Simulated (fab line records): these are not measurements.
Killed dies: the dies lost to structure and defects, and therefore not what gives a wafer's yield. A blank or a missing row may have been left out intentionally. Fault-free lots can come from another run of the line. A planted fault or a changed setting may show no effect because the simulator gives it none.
What tool caused it? || flow gf180mcu || 7 lots, 21 wafers sampled, at 1 step of a route of 602

## WHAT THE GAUGES READ, wafer by wafer
GF_V2_RS_MEAS_24: the measuring method here is four-point-probe.
{"lot": "L920", "measured": "day 20 16:35", "on": "filmMetro-01", "V2_W_RS (ohm/sq)": "0.327 0.329 0.328"}
{"lot": "L922", "measured": "day 21 11:25", "on": "filmMetro-03", "V2_W_RS (ohm/sq)": "0.333 0.328 0.329"}
{"lot": "L924", "measured": "day 22 13:18", "on": "filmMetro-04", "V2_W_RS (ohm/sq)": "0.332 0.329 0.332"}
{"lot": "L932", "measured": "day 25 03:50", "on": "filmMetro-01", "V2_W_RS (ohm/sq)": "0.326 0.334 0.331"}
{"lot": "L935", "measured": "day 26 01:58", "on": "filmMetro-03", "V2_W_RS (ohm/sq)": "0.328 0.332 0.329"}
{"lot": "L939", "measured": "day 27 07:33", "on": "filmMetro-04", "V2_W_RS (ohm/sq)": "0.327 0.320 0.326"}
{"lot": "L941", "measured": "day 27 13:48", "on": "filmMetro-01", "V2_W_RS (ohm/sq)": "0.336 0.330 0.335"}

## WHICH TOOL RAN EACH LOT (tool, then ch and the chambers of the sampled wafers, then the start)
Before these readings, the record contains no process step.

## THE ANSWER, worked out from the rows above alone
Rule: what is usual is taken from the lots themselves. The widest of any qualifying gaps counts: lots, ordered by their means at a reading, are off when they make up no more than a third of the lots, leave a main group of 4 or more, and stand apart from it by 3 or more times the standard deviation of that group's means. A main group whose means are all the same, to the digits that the tables above print for the reading, isn't used. A lot without any number at a reading at which 4 lots or more have one is off too. Any other lot the step has rows for is counted as sound.
Nothing can be told from this: no lot is off at any reading shown.

## WHAT THE SIMULATOR HAD INSERTED
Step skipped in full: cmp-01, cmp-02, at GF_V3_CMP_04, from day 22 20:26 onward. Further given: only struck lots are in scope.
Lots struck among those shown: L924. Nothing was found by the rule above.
